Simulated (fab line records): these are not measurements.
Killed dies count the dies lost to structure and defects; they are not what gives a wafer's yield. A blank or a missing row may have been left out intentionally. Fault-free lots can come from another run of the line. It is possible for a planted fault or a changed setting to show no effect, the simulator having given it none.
fab line records -- flow sfq-line
record lots=14, wafers=42, last-day=91
route steps=325 shown L0@14 M1@62 M3@129 M4@161
lots that met no fault: taken from a fault-free run of the same line
start-h: the number of hours between the record's first day and the start of the first shown wafer of the lot -- wait-h: time in hours since the lot's previous step -- " the same as in the row above -- L1.1+2: a single row standing in for several wafers -- - no value present, or no start provided -- * or withheld: withheld -- < > ~ a bound
route shown NAME@n: names a module that has steps shown in the file, with the first one's number in the route -- usual: mean/standard deviation of fault-free wafers -- same: alike in all rows -- chamber/n: place in a boat -- sites: each site's reading -- _std_site: how widely they spread, as a standard deviation -- _edge_site: mean of outer sites minus mean of inner sites -- radius-mm: for every site, how far away it sits from the centre of the wafer -- mask NAME#n: copy n -- behind: the tool/chamber that last shaped the wafer -- hold: why the lot was held/for how many hours/how that ended -- device: which transistor (n, p or np) failed to switch -- end of line: the route-end tests of the same wafers -- a step given without rows: its recipe and nothing more -- killed: count of dies lost to structure and defects at first sort (not the wafer's yield) -- map: dies across one wafer; x = killed, . = not, _ = none there
set.NAME: the setting that was run; set.NAME@STEP: the one run at that earlier step -- model.NAME: the simulator's own value behind a step, which no gauge read
a sample of lots followed through the steps of the route, with each step as a table and each wafer as a row
services: the hour from which a tool's chamber was out of use, counted from the record's first day as start-h (under 0 if before that day), plus the number of hours and why
## steps
# step SFQ_TRILAYER_L0_STRIP_STRIP_009
# recipe gas=O2, power-w=200, platen-temp-c=40, overash-fraction=0.65, chemistry=O2, pressure-mtorr=50
# usual drypump-motor-current-A=6.1/0.45, oes-product-au=0.999/0.01
lot.wafer,tool,chamber,start-h,wait-h,drypump-motor-current-A,oes-product-au,rf-hours-counter-h
L369.1,rie-metal-01,1,86.05,0.0,5.6,0.993,3
L369.4,rie-metal-01,1,86.05,0.0,5.6,1.000,-
L369.6,rie-metal-01,1,86.05,0.0,5.6,0.999,-
L374.1,rie-metal-02,0,116.05,0.0,6.1,1.000,10
L374.3,rie-metal-02,1,116.05,0.0,5.5,0.998,-
L374.6,rie-metal-02,0,116.05,0.0,6.1,0.996,-
L376.3,rie-metal-02,0,121.08,0.2,6.1,1.000,-
L376.5,rie-metal-02,1,121.08,0.2,5.6,0.988,-
L376.6,rie-metal-02,0,121.08,0.2,6.1,0.997,-
L381.2,rie-metal-02,0,129.25,0.0,6.0,0.987,12
L381.3,rie-metal-02,0,129.25,0.0,6.1,1.000,-
L381.4,rie-metal-02,1,129.25,0.0,5.5,0.997,-
L382.1,rie-metal-04,1,130.45,0.0,6.6,0.986,117
L382.5,rie-metal-04,1,130.45,0.0,6.7,0.996,-
L382.6,rie-metal-04,0,130.45,0.0,6.5,1.005,-
L383.1,rie-metal-04,1,151.80,0.1,6.6,0.986,121
L383.4,rie-metal-04,1,151.80,0.1,6.6,0.999,-
L383.5,rie-metal-04,1,151.80,0.1,6.6,0.982,-
L384.3,rie-metal-01,0,155.42,0.2,5.4,0.988,-
L384.4,rie-metal-01,1,155.42,0.2,5.6,0.998,-
L384.5,rie-metal-01,0,155.42,0.2,5.4,0.992,-
L385.2,rie-metal-04,0,162.42,0.0,6.5,1.004,112
L385.4,rie-metal-04,0,162.42,0.0,6.5,1.009,-
L385.6,rie-metal-04,1,162.42,0.0,6.6,0.998,-
L386.4,rie-metal-04,1,170.50,0.2,6.7,0.989,-
L386.5,rie-metal-04,1,170.50,0.2,6.7,0.998,-
L386.6,rie-metal-04,0,170.50,0.2,6.5,1.009,-
L387.1,rie-metal-04,1,175.10,0.0,6.6,1.000,125
L387.5,rie-metal-04,0,175.10,0.0,6.4,1.011,-
L387.6,rie-metal-04,1,175.10,0.0,6.6,0.994,-
L388.1,rie-metal-04,0,180.01,0.1,6.5,1.010,114
L388.4,rie-metal-04,0,180.01,0.1,6.4,1.011,-
L388.6,rie-metal-04,0,180.01,0.1,6.5,1.009,-
L389.1,rie-metal-04,0,188.41,0.1,6.5,1.012,116
L389.5,rie-metal-04,0,188.41,0.1,6.4,1.004,-
L389.6,rie-metal-04,0,188.41,0.1,6.4,1.011,-
L390.2,rie-metal-01,0,196.70,0.0,5.4,0.996,110
L390.4,rie-metal-01,1,196.70,0.0,5.6,0.997,-
L390.5,rie-metal-01,0,196.70,0.0,5.3,0.998,-
L391.2,rie-metal-04,0,208.90,0.0,6.4,1.016,120
L391.4,rie-metal-04,1,208.90,0.0,6.6,0.992,-
L391.5,rie-metal-04,0,208.90,0.0,6.5,1.016,-
# step SFQ_TRILAYER_M1_LITHO_COAT_044
# recipe resist=BARC, spin-rpm=3000, resist-thk-nm=62
# usual dispense-pressure-kPa=48/6, resist-line-temp-C=22.99/0.099, spin-speed-rpm=2999.9/2.1
lot.wafer,tool,chamber,start-h,wait-h,dispense-pressure-kPa,resist-line-temp-C,spin-speed-rpm
L369.1,litho-track-02,0,377.65,0.1,41,22.98,3005.0
L369.4,litho-track-02,0,377.65,0.1,41,23.10,2999.5
L369.6,litho-track-02,0,377.65,0.1,41,23.06,2998.4
L374.1,litho-track-02,0,435.37,0.1,41,23.08,3000.6
L374.3,litho-track-02,0,435.37,0.1,41,23.10,3001.2
L374.6,litho-track-02,0,435.37,0.1,41,23.11,2998.6
L376.3,litho-track-02,0,452.87,0.1,41,22.86,3002.4
L376.5,litho-track-02,0,452.87,0.1,41,22.93,2997.9
L376.6,litho-track-02,0,452.87,0.1,41,22.86,3000.5
L381.2,litho-track-04,0,480.71,0.1,55,23.05,3002.8
L381.3,litho-track-04,0,480.71,0.1,55,23.04,3000.2
L381.4,litho-track-04,0,480.71,0.1,55,23.13,3000.8
L382.1,litho-track-04,0,482.59,0.1,55,22.81,2998.0
L382.5,litho-track-04,0,482.59,0.1,55,22.86,3002.3
L382.6,litho-track-04,0,482.59,0.1,55,22.92,3000.8
L383.1,litho-track-02,0,523.06,0.1,41,23.05,2999.4
L383.4,litho-track-02,0,523.06,0.1,41,23.09,2995.2
L383.5,litho-track-02,0,523.06,0.1,41,23.00,2999.4
L384.3,litho-track-02,0,526.75,0.1,41,23.03,3001.1
L384.4,litho-track-02,0,526.75,0.1,41,23.05,2999.2
L384.5,litho-track-02,0,526.75,0.1,41,22.88,2999.9
L385.2,litho-track-02,0,542.30,0.1,41,23.01,2999.4
L385.4,litho-track-02,0,542.30,0.1,41,22.93,3001.8
L385.6,litho-track-02,0,542.30,0.1,41,22.92,2998.4
L386.4,litho-track-01,0,555.60,0.2,49,22.98,2998.0
L386.5,litho-track-01,0,555.60,0.2,49,23.12,2999.6
L386.6,litho-track-01,0,555.60,0.2,49,23.18,3000.6
L387.1,litho-track-02,0,567.45,0.1,41,23.02,3000.6
L387.5,litho-track-02,0,567.45,0.1,41,22.96,2995.9
L387.6,litho-track-02,0,567.45,0.1,41,22.83,2999.7
L388.1,litho-track-04,0,576.05,0.1,55,23.02,2995.5
L388.4,litho-track-04,0,576.05,0.1,55,22.93,2999.8
L388.6,litho-track-04,0,576.05,0.1,55,23.05,2999.5
L389.1,litho-track-04,0,594.67,0.1,55,22.93,2999.0
L389.5,litho-track-04,0,594.67,0.1,55,23.07,2999.7
L389.6,litho-track-04,0,594.67,0.1,55,22.98,3001.0
L390.2,litho-track-01,0,601.92,0.1,49,23.06,3003.1
L390.4,litho-track-01,0,601.92,0.1,49,22.83,2999.7
L390.5,litho-track-01,0,601.92,0.1,49,22.81,3000.2
L391.2,litho-track-04,0,624.09,0.1,55,23.13,3002.0
L391.4,litho-track-04,0,624.09,0.1,55,23.03,3000.9
L391.5,litho-track-04,0,624.09,0.1,55,22.94,3001.6
# step SFQ_TRILAYER_M1_BARC_OPEN_METAL_ETCH_054
# recipe mask-material=PR, chemistry=O2, target-depth-nm=125, target=BARC, icp-w=600, bias-w=80, pressure-mtorr=10, time-s=41.7
# usual bias-w=79.96/0.24, drypump-motor-current-A=5.9/0.44, oes-product-au=0.686/0.0046
lot.wafer,tool,chamber,start-h,wait-h,bias-w,drypump-motor-current-A,oes-product-au,rf-hours-counter-h
L369.1,rie-metal-02,0,523.02,0.0,80.05,6.1,0.689,67
L369.4,rie-metal-02,1,523.02,0.0,80.16,5.6,0.692,-
L369.6,rie-metal-02,1,523.02,0.0,80.30,5.6,0.682,-
L374.1,rie-metal-04,0,589.85,0.0,79.74,6.4,0.705,13
L374.3,rie-metal-04,1,589.85,0.0,79.60,6.6,0.708,-
L374.6,rie-metal-04,1,589.85,0.0,79.35,6.6,0.717,-
L376.3,rie-metal-02,0,610.83,0.0,79.90,6.1,0.708,-
L376.5,rie-metal-02,1,610.83,0.0,80.07,5.6,0.681,-
L376.6,rie-metal-02,0,610.83,0.0,79.83,6.1,0.711,-
L381.2,rie-metal-02,0,640.81,0.0,79.77,6.1,0.690,81
L381.3,rie-metal-02,1,640.81,0.0,80.13,5.6,0.691,-
L381.4,rie-metal-02,0,640.81,0.0,79.93,6.1,0.682,-
L382.1,rie-metal-01,1,642.01,0.0,79.93,5.6,0.684,86
L382.5,rie-metal-01,1,642.01,0.0,80.40,5.6,0.683,-
L382.6,rie-metal-01,0,642.01,0.0,80.10,5.4,0.676,-
L383.1,rie-metal-01,1,679.18,0.0,80.08,5.6,0.695,91
L383.4,rie-metal-01,0,679.18,0.0,80.34,5.4,0.687,-
L383.5,rie-metal-01,0,679.18,0.0,79.63,5.4,0.681,-
L384.3,rie-metal-02,1,682.80,0.0,80.24,5.6,0.678,-
L384.4,rie-metal-02,0,682.80,0.0,79.80,6.1,0.682,-
L384.5,rie-metal-02,1,682.80,0.0,80.00,5.6,0.684,-
L385.2,rie-metal-02,0,698.20,0.0,79.76,6.0,0.690,89
L385.4,rie-metal-02,0,698.20,0.0,79.76,6.1,0.681,-
L385.6,rie-metal-02,1,698.20,0.0,80.01,5.6,0.692,-
L386.4,rie-metal-04,0,706.62,0.0,80.10,6.5,0.686,-
L386.5,rie-metal-04,1,706.62,0.0,80.18,6.6,0.682,-
L386.6,rie-metal-04,0,706.62,0.0,79.96,6.4,0.694,-
L387.1,rie-metal-01,0,716.20,0.0,79.72,5.4,0.690,26
L387.5,rie-metal-01,1,716.20,0.0,79.95,5.6,0.685,-
L387.6,rie-metal-01,0,716.20,0.0,79.34,5.4,0.689,-
L388.1,rie-metal-02,1,723.40,0.0,80.15,5.6,0.685,37
L388.4,rie-metal-02,1,723.40,0.0,79.98,5.6,0.685,-
L388.6,rie-metal-02,0,723.40,0.0,79.90,6.1,0.685,-
L389.1,rie-metal-01,1,739.10,0.0,79.99,5.6,0.685,102
L389.5,rie-metal-01,1,739.10,0.0,79.69,5.6,0.693,-
L389.6,rie-metal-01,1,739.10,0.0,79.72,5.6,0.688,-
L390.2,rie-metal-04,1,741.40,0.0,79.83,6.7,0.687,40
L390.4,rie-metal-04,1,741.40,0.0,79.86,6.6,0.690,-
L390.5,rie-metal-04,0,741.40,0.0,79.70,6.4,0.687,-
L391.2,rie-metal-01,1,757.04,0.0,80.14,5.6,0.689,105
L391.4,rie-metal-01,0,757.04,0.0,79.92,5.4,0.690,-
L391.5,rie-metal-01,0,757.04,0.0,80.04,5.4,0.691,-
# step SFQ_TRILAYER_M3_BARC_OPEN_METAL_ETCH_100
# recipe mask-material=PR, chemistry=O2, target-depth-nm=125, target=BARC, icp-w=600, bias-w=80, pressure-mtorr=10, time-s=41.7
# usual bias-w=80.02/0.25, drypump-motor-current-A=6.0/0.45, oes-product-au=0.686/0.0044
lot.wafer,tool,chamber,start-h,wait-h,bias-w,drypump-motor-current-A,oes-product-au,rf-hours-counter-h
L369.1,rie-metal-01,1,1103.25,0.0,80.23,5.6,0.684,8
L369.4,rie-metal-01,0,1103.25,0.0,79.96,5.4,0.681,-
L369.6,rie-metal-01,0,1103.25,0.0,80.05,5.3,0.688,-
L374.1,rie-metal-04,0,1179.11,0.0,79.94,6.4,0.685,90
L374.3,rie-metal-04,1,1179.11,0.0,79.88,6.6,0.686,-
L374.6,rie-metal-04,0,1179.11,0.0,79.53,6.5,0.685,-
L376.3,rie-metal-02,0,1188.96,0.0,80.20,6.1,0.678,-
L376.5,rie-metal-02,0,1188.96,0.0,79.93,6.1,0.689,-
L376.6,rie-metal-02,1,1188.96,0.0,79.70,5.6,0.686,-
L381.2,rie-metal-01,1,1226.14,0.0,80.00,5.6,0.688,26
L381.3,rie-metal-01,0,1226.14,0.0,80.01,5.4,0.684,-
L381.4,rie-metal-01,1,1226.14,0.0,80.15,5.6,0.680,-
L382.1,rie-metal-02,0,1228.54,0.0,80.03,6.1,0.689,24
L382.5,rie-metal-02,0,1228.54,0.0,80.15,6.1,0.685,-
L382.6,rie-metal-02,0,1228.54,0.0,80.28,6.1,0.671,-
L383.1,rie-metal-04,0,1252.54,0.0,80.00,6.4,0.686,102
L383.4,rie-metal-04,0,1252.54,0.0,79.86,6.4,0.684,-
L383.5,rie-metal-04,0,1252.54,0.0,79.97,6.5,0.680,-
L384.3,rie-metal-01,1,1254.96,0.0,80.22,5.6,0.691,-
L384.4,rie-metal-01,0,1254.96,0.0,79.94,5.4,0.685,-
L384.5,rie-metal-01,1,1254.96,0.0,80.07,5.6,0.686,-
L385.2,rie-metal-02,0,1274.32,0.0,79.86,6.1,0.687,32
L385.4,rie-metal-02,0,1274.32,0.0,79.88,6.0,0.684,-
L385.6,rie-metal-02,0,1274.32,0.0,80.26,6.1,0.687,-
L386.4,rie-metal-04,0,1294.55,0.0,80.13,6.4,0.688,-
L386.5,rie-metal-04,1,1294.55,0.0,80.61,6.7,0.685,-
L386.6,rie-metal-04,0,1294.55,0.0,79.90,6.4,0.681,-
L387.1,rie-metal-04,0,1325.73,0.0,80.31,6.5,0.686,113
L387.5,rie-metal-04,1,1325.73,0.0,79.75,6.7,0.692,-
L387.6,rie-metal-04,0,1325.73,0.0,80.28,6.5,0.687,-
L388.1,rie-metal-04,1,1340.58,0.0,80.43,6.6,0.691,114
L388.4,rie-metal-04,0,1340.58,0.0,79.83,6.5,0.684,-
L388.6,rie-metal-04,1,1340.58,0.0,80.48,6.6,0.689,-
L389.1,rie-metal-04,0,1347.78,0.0,80.08,6.4,0.691,116
L389.5,rie-metal-04,0,1347.78,0.0,80.43,6.4,0.692,-
L389.6,rie-metal-04,1,1347.78,0.0,79.91,6.7,0.681,-
L390.2,rie-metal-02,1,1348.98,0.0,80.46,5.6,0.684,111
L390.4,rie-metal-02,1,1348.98,0.0,79.80,5.5,0.684,-
L390.5,rie-metal-02,1,1348.98,0.0,80.00,5.6,0.680,-
L391.2,rie-metal-02,1,1353.33,0.0,79.74,5.6,0.692,112
L391.4,rie-metal-02,0,1353.33,0.0,80.17,6.1,0.688,-
L391.5,rie-metal-02,1,1353.33,0.0,80.03,5.5,0.683,-
# step SFQ_TRILAYER_M4_STRIP_STRIP_097
# recipe gas=O2, power-w=200, platen-temp-c=40, overash-fraction=0.65, chemistry=O2, pressure-mtorr=50
# usual drypump-motor-current-A=6.0/0.44, oes-product-au=1.000/0.008
lot.wafer,tool,chamber,start-h,wait-h,drypump-motor-current-A,oes-product-au,rf-hours-counter-h
L369.1,rie-metal-03,1,1115.08,0.1,6.0,1.019,125
L369.4,rie-metal-03,1,1115.08,0.1,6.1,1.024,-
L369.6,rie-metal-03,1,1115.08,0.1,6.0,1.023,-
L374.1,rie-metal-03,1,1337.16,0.1,6.1,0.999,27
L374.3,rie-metal-03,1,1337.16,0.1,6.1,1.005,-
L374.6,rie-metal-03,1,1337.16,0.1,6.0,1.008,-
L376.3,rie-metal-04,1,1344.56,0.2,6.6,1.000,-
L376.5,rie-metal-04,1,1344.56,0.2,6.7,0.994,-
L376.6,rie-metal-04,0,1344.56,0.2,6.5,1.003,-
L381.2,rie-metal-04,1,1371.17,0.1,6.6,0.994,118
L381.3,rie-metal-04,0,1371.17,0.1,6.5,1.010,-
L381.4,rie-metal-04,1,1371.17,0.1,6.6,1.001,-
L382.1,rie-metal-03,1,1375.97,0.1,6.1,1.000,31
L382.5,rie-metal-03,1,1375.97,0.1,6.0,1.001,-
L382.6,rie-metal-03,0,1375.97,0.1,6.3,0.999,-
L383.1,rie-metal-03,0,1391.57,0.1,6.4,1.003,39
L383.4,rie-metal-03,1,1391.57,0.1,6.0,0.998,-
L383.5,rie-metal-03,0,1391.57,0.1,6.4,1.010,-
L384.3,rie-metal-03,0,1396.57,0.2,6.3,1.004,-
L384.4,rie-metal-03,1,1396.57,0.2,6.0,0.997,-
L384.5,rie-metal-03,0,1396.57,0.2,6.4,1.005,-
L385.2,rie-metal-01,0,1417.97,0.1,5.3,0.989,123
L385.4,rie-metal-01,0,1417.97,0.1,5.4,0.996,-
L385.6,rie-metal-01,0,1417.97,0.1,5.4,0.991,-
L386.4,rie-metal-01,0,1432.69,0.2,5.4,0.990,-
L386.5,rie-metal-01,0,1432.69,0.2,5.4,0.999,-
L386.6,rie-metal-01,1,1432.69,0.2,5.6,0.998,-
L387.1,rie-metal-03,1,1458.89,0.1,6.1,1.004,38
L387.5,rie-metal-03,0,1458.89,0.1,6.3,0.995,-
L387.6,rie-metal-03,1,1458.89,0.1,6.1,1.001,-
L388.1,rie-metal-01,0,1478.13,0.1,5.4,0.991,129
L388.4,rie-metal-01,1,1478.13,0.1,5.6,1.000,-
L388.6,rie-metal-01,1,1478.13,0.1,5.6,0.991,-
L389.1,rie-metal-04,0,1488.91,0.1,6.5,1.018,3
L389.5,rie-metal-04,1,1488.91,0.1,6.6,1.001,-
L389.6,rie-metal-04,0,1488.91,0.1,6.5,0.992,-
L390.2,rie-metal-01,1,1490.49,0.4,5.6,1.000,-
L390.4,rie-metal-01,1,1490.49,0.4,5.6,0.987,-
L390.5,rie-metal-01,1,1490.49,0.4,5.6,0.993,-
L391.2,rie-metal-03,0,1494.51,0.1,6.4,1.003,52
L391.4,rie-metal-03,1,1494.51,0.1,6.1,0.996,-
L391.5,rie-metal-03,0,1494.51,0.1,6.3,1.009,-
## services
tool,chamber,start-h,hours,kind
rie-metal-04,-,121.53,1.4,pm
rie-metal-02,-,127.45,1.4,pm
rie-metal-04,0,148.24,13.7,repair
rie-metal-04,1,179.79,14.2,repair
rie-metal-01,0,219.21,2.0,repair
rie-metal-01,-,247.81,2.8,pm
rie-metal-04,0,294.62,6.7,repair
rie-metal-02,0,429.62,5.2,repair
rie-metal-04,0,478.22,4.9,repair
rie-metal-04,-,506.21,0.4,repair
rie-metal-04,1,548.37,21.0,repair
rie-metal-04,-,617.93,14.6,pm
rie-metal-04,-,704.99,0.8,repair
rie-metal-01,0,738.82,4.2,repair
rie-metal-04,-,816.54,2.8,pm
rie-metal-01,1,823.59,1.6,repair
rie-metal-04,1,845.56,5.6,repair
rie-metal-01,1,856.89,16.7,repair
rie-metal-04,-,975.71,0.4,repair
rie-metal-01,-,1163.95,0.2,repair
rie-metal-04,-,1228.26,9.1,repair
rie-metal-04,1,1242.20,11.4,repair
rie-metal-01,-,1347.60,2.8,pm
rie-metal-04,-,1431.61,0.4,repair
## key
first-sign step=SFQ_TRILAYER_M1_BARC_OPEN_METAL_ETCH_054, reading=oes-product-au, direction=up, sigmas=5.2, usual=0.686, struck=0.710
effect none on later readings
met-at SFQ_TRILAYER_M1_LITHO_COAT_044
struck-lots L374,L376
struck-wafers L374.1,L374.3,L374.6,L376.3,L376.6
not-acting-at SFQ_TRILAYER_L0_STRIP_STRIP_009,SFQ_TRILAYER_M3_BARC_OPEN_METAL_ETCH_100,SFQ_TRILAYER_M4_STRIP_STRIP_097
onset-between 377.65 435.37
fault kind=process-parameter-drift, tool=litho-track-02, chamber=-, onset-h=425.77, steps=SFQ_TRILAYER_M1_LITHO_COAT_044, channel=resist-thk-nm, offset=4.3862, shape=step, end-h=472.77, scope=struck-wafers-only, acts-in=these-recipes-only, stated=62
